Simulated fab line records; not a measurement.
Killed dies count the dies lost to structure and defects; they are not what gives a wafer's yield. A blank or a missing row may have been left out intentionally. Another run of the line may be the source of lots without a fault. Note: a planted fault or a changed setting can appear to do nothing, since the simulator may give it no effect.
2 desks, one fault :: flow gf180mcu :: numbers are kept per desk, each desk with only its own; the story behind them comes last

THE METROLOGY DESK
Lot by lot, what the gauges showed, no matter which tool ran the lot: averages of those sampled wafers that carry a number. If a lot's mean is further than 4 standard deviations from the usual mean, the lot is out of limits and carries the mark OUT (the distance appears in the brackets).
Columns: A = cd nm at GF_V4_CD_MEAS_14, usual 259.9 nm
lot: L791
first seen here: day 24 14:27
A: 260.5

lot: L792
first seen here: day 24 20:53
A: 261.6

lot: L793
first seen here: day 25 09:04
A: 259.2

lot: L797
first seen here: day 26 21:05
A: 260.5

lot: L802
first seen here: day 28 13:49
A: 261.3

lot: L804
first seen here: day 29 05:05
A: 261.7

lot: L806
first seen here: day 29 17:56
A: 258.9

lot: L808
first seen here: day 30 03:44
A: 260.9

lot: L809
first seen here: day 30 05:47
A: 259.8

lot: L810
first seen here: day 30 18:17
A: 259.1

lot: L811
first seen here: day 30 20:31
A: 259.3

lot: L812
first seen here: day 31 00:45
A: 260.4

lot: L813
first seen here: day 31 06:45
A: 258.6
This desk's verdict: no lot among the 13 shows anything out of limits.

FOR THE TOOL OWNER'S DESK: litho track-03
At GF_MIM_SOFTBAKE_15 (time 60 s), the tool's own readings, given per lot that ran on this tool as the mean of the sampled wafers with a number. If a lot's mean is further than 4 standard deviations from the usual mean, the lot is out of limits and carries the mark OUT (the distance appears in the brackets).
Columns: A = heater power total W at GF_MIM_SOFTBAKE_15, usual 56.60 W; B = plate temp C at GF_MIM_SOFTBAKE_15, usual 90.01 C
lot: L791
first seen here: day 25 03:29
A: 56.59
B: 90.19

lot: L792
first seen here: day 25 09:48
A: 58.52 (+46) OUT
B: 92.28 (+17) OUT

lot: L793
first seen here: day 25 20:53
A: 58.39 (+43) OUT
B: 92.05 (+16) OUT

lot: L802
first seen here: day 29 01:26
A: 56.63
B: 89.93

lot: L811
first seen here: day 31 07:02
A: 56.62
B: 89.94

lot: L813
first seen here: day 31 17:12
A: 56.56
B: 90.25
This desk's finding: out of limits on L792, L793; first on L792, day 25 09:48 (heater power total W at GF_MIM_SOFTBAKE_15). Within limits: L791, L802, L811, L813.

TAKEN TOGETHER
An alarm could have come from the tool owner's desk at day 25 09:48, on L792, L793.
From the metrology desk's view, nothing was out of limits.
The metrology desk holds a record of L792, L793, inside its limits.
All the named lots went through GF_MIM_SOFTBAKE_15 on litho track-03.

WHAT THE SIMULATOR HAD PUT IN
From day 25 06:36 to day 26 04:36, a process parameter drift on litho track-03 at GF_MIM_SOFTBAKE_15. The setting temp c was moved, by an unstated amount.
Lots struck among those shown: L792, L793.
Each desk's first reading out of limits, in hours after the fault started: the tool owner's desk, 3.
